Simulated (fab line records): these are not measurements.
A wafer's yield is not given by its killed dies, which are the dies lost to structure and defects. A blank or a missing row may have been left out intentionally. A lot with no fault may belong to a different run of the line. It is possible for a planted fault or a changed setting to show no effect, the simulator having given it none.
8D (eight disciplines) problem report, filled in by code / flow sky130 / the parts of the form that need people (team, actions taken, sign-off) are left out

## 1. WHAT IS WRONG
At SKY_PAD_OPEN_PROBE_99, killed-at-contacts averages 323 over 6 wafers from 2 lots, while fault-free wafers read 25, standard deviation 5.8. That puts it +51 standard deviations away from the usual mean.
First seen on wafer L978.1, day 49 16:14, on prober-01. The record has a number at this step for 27 wafers belonging to 9 lots. Rule for "out" (also "out of limits"): further than 4 standard deviations from the usual mean. The other wafers with a number count as sound.

## 2. WHAT THIS IS AND IS NOT
question=which readings at this step; is=killed-at-contacts, killed-dies, killed-on-rim; is not=killed_at_M4_up, killed-at-other
question=which lots; is=L978, L979; is not=L966, L967, L968, L970, L971, L972, L974
question=which wafers of those lots; is=all that have a number; is not=-
question=read on which tools; is=prober-01, prober-02; is not=-
question=when; is=from day 49 16:14; is not=up to then (21 sound wafers)

## 3. SUSPECTS, AND WHAT RULES EACH OUT
Counting: a tool at any process step up to the reading remains a suspect when it ran all the lots that are out and ran no sound lot after the first of those.
- cmp-01 at SKY_CONTACT_CMP_27 (polishes, stops on SiO2, t overpolish 15 s, target thk 0 nm): kept. Every lot that is out went through it, starting with L978 (day 36 16:08), and after that it ran no sound lot; the last sound lot it ran before then is L971 (day 34 17:27).
The count leaves cmp-01 at SKY_CONTACT_CMP_27.

## 4. THE CAUSE (what the simulator had put in)
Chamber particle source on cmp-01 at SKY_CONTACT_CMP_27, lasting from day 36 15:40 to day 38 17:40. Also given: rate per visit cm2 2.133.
This tool alone remained once counting was done.

## 5. THE EFFECT CHAIN, in route order
Rows list readings where the struck wafers' mean (over those with a number) sits beyond 3 standard deviations from the usual. Only readings whose record carries a usual standard deviation are examined. hours: median over the lots of the time between each lot's start at the first step of this table that gives one and its start at this step. sigmas: the change, counted in usual standard deviations.
hours=0; step=SKY_PAD_OPEN_PROBE_99; reading=killed-at-contacts; usual=25; on struck wafers=323; change=+298; sigmas=+51
hours=0; step=SKY_PAD_OPEN_PROBE_99; reading=killed-dies; usual=88; on struck wafers=361; change=+273; sigmas=+30
hours=0; step=SKY_PAD_OPEN_PROBE_99; reading=killed-on-rim; usual=17; on struck wafers=71; change=+54; sigmas=+13
hours=0; step=SKY_PAD_OPEN_PROBE_99; reading=killed-open; usual=48; on struck wafers=25; change=-23; sigmas=-3.4
Its process steps:
- SKY_PAD_OPEN_PROBE_99

## 6. WHAT WOULD HAVE CAUGHT IT SOONER
313 hours passed between the start of the fault at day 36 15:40 and the first reading out of limits in this record, taken at day 49 16:14.
No tool reading at SKY_CONTACT_CMP_27 that has a usual standard deviation in the record was out on any struck wafer, so an alarm limit of 4 standard deviations on those readings would not have fired.
The start of SKY_CONTACT_CMP_27 on cmp-01 came by day 49 16:14 for every one of the lots that are out (2). Holding the tool at that point would not have protected any of them.
